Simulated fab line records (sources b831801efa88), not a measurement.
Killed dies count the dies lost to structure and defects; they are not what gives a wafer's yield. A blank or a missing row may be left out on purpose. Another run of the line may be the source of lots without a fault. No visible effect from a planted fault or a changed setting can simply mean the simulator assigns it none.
Matching of chambers + flow sky130 + 4 sister chambers for SKY_VIA2_CMP_02 on cmp-02
The step polishes SiO2. 8 wafers are shown with their chamber, then 12 later ones without.

## WAFERS PAIRED WITH THEIR CHAMBERS
| wafer  | chamber | motor_current_A (A) |
|--------|---------|---------------------|
| L087.3 | 1       | 13.7                |
| L087.6 | 3       | 13.0                |
| L086.1 | 2       | 13.2                |
| L086.3 | 0       | 12.9                |
| L086.4 | 1       | 14.6                |
| L089.1 | 0       | 12.4                |
| L089.2 | 3       | 12.8                |
| L089.3 | 2       | 12.9                |

## WAFERS WITH NO CHAMBER GIVEN
| wafer  | motor_current_A (A) |
|--------|---------------------|
| L090.1 | 12.9                |
| L090.2 | 12.6                |
| L090.5 | 12.3                |
| L091.1 | 13.5                |
| L091.5 | 13.2                |
| L091.6 | 12.9                |
| L092.2 | 13.2                |
| L092.4 | 11.3                |
| L092.5 | 12.9                |
| L097.4 | 13.2                |
| L097.5 | 13.6                |
| L097.6 | 13.2                |

## WHICH CHAMBER EACH ONE RAN IN
| wafer  | from the rows above               | in truth |
|--------|-----------------------------------|----------|
| L090.1 | can't be placed: 3 or 2 or 0      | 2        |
| L090.2 | can't be placed: 0 or 3 or 2      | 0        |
| L090.5 | can't be placed: 0 or 3 or 2      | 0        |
| L091.1 | can't be placed: 2 or 3 or 1 or 0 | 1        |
| L091.5 | can't be placed: 2 or 3 or 0      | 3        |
| L091.6 | can't be placed: 3 or 2 or 0      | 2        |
| L092.2 | can't be placed: 2 or 3 or 0      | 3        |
| L092.4 | can't be placed: 0 or 3 or 2      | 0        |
| L092.5 | can't be placed: 3 or 2 or 0      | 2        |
| L097.4 | can't be placed: 2 or 3 or 0      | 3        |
| L097.5 | can't be placed: 1 or 2 or 3 or 0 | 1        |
| L097.6 | can't be placed: 2 or 3 or 0      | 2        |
Correct placement for 0 of the 12. Cannot be placed on the basis of these rows: 12; the candidates contain the true chamber in 12. Number placed wrongly: 0.
How it was worked out, from the rows above alone: a wafer's distance from a chamber is the root of the sum, over the readings, of the square of ((its reading less the chamber's mean) divided by the reading's scatter). The wafer belongs to the nearest chamber; if the next one is less than 2 further off, it can't be placed. A chamber's mean is the mean of its shown wafers. The scatter: the root of (the sum of the squares of (reading less its chamber's mean) over the shown wafers, divided by (wafers less chambers)).
